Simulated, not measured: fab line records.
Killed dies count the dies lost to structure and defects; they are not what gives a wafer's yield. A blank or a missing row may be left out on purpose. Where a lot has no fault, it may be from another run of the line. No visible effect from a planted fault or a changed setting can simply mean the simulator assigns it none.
Chamber matching :: flow gf180mcu :: 4 sister chambers for GF_CONTACT_CMP_27 on cmp-02
The step polishes, stops on SiO2, t overpolish 13.57 s, target thk 0 nm. 4 wafers are shown with their chamber, then 7 later ones without.

## WAFERS WITH THEIR CHAMBER
wafer: L876.1
chamber: 1
motorCurrentA (A): 10.6

wafer: L885.5
chamber: 0
motorCurrentA (A): 12.4

wafer: L885.6
chamber: 3
motorCurrentA (A): 11.2

wafer: L886.2
chamber: 2
motorCurrentA (A): 10.5

## WAFERS WITHOUT THEIR CHAMBER
wafer: L886.5
motorCurrentA (A): 11.4

wafer: L888.1
motorCurrentA (A): 10.6

wafer: L888.2
motorCurrentA (A): 11.5

wafer: L888.6
motorCurrentA (A): 10.6

wafer: L893.1
motorCurrentA (A): 10.1

wafer: L893.4
motorCurrentA (A): 10.8

wafer: L893.6
motorCurrentA (A): 12.4

## WHICH CHAMBER EACH ONE RAN IN
wafer: L886.5
from the rows above: 3
in truth: 3

wafer: L888.1
from the rows above: can't be placed: 1 or 2
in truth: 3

wafer: L888.2
from the rows above: 3
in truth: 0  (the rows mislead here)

wafer: L888.6
from the rows above: can't be placed: 1 or 2
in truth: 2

wafer: L893.1
from the rows above: can't be placed: 2 or 1
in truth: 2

wafer: L893.4
from the rows above: can't be placed: 1 or 2 or 3
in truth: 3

wafer: L893.6
from the rows above: 0
in truth: 0
Correctly placed: 2 of 7. Unplaceable from these rows: 4, with the true chamber sitting among the candidates in 3. Number placed wrongly: 1.
How it was worked out, from the rows above alone: a wafer's distance from a chamber is the root of the sum, over the readings, of the square of ((its reading less the chamber's mean) divided by the reading's scatter). The wafer belongs to the nearest chamber; if the next one is less than 2 further off, it can't be placed. For every chamber, the mean is computed from those of its wafers that are shown. The scatter: with one shown wafer a chamber, the root of the mean of the squares of how far each hidden wafer lies from its nearest shown one.
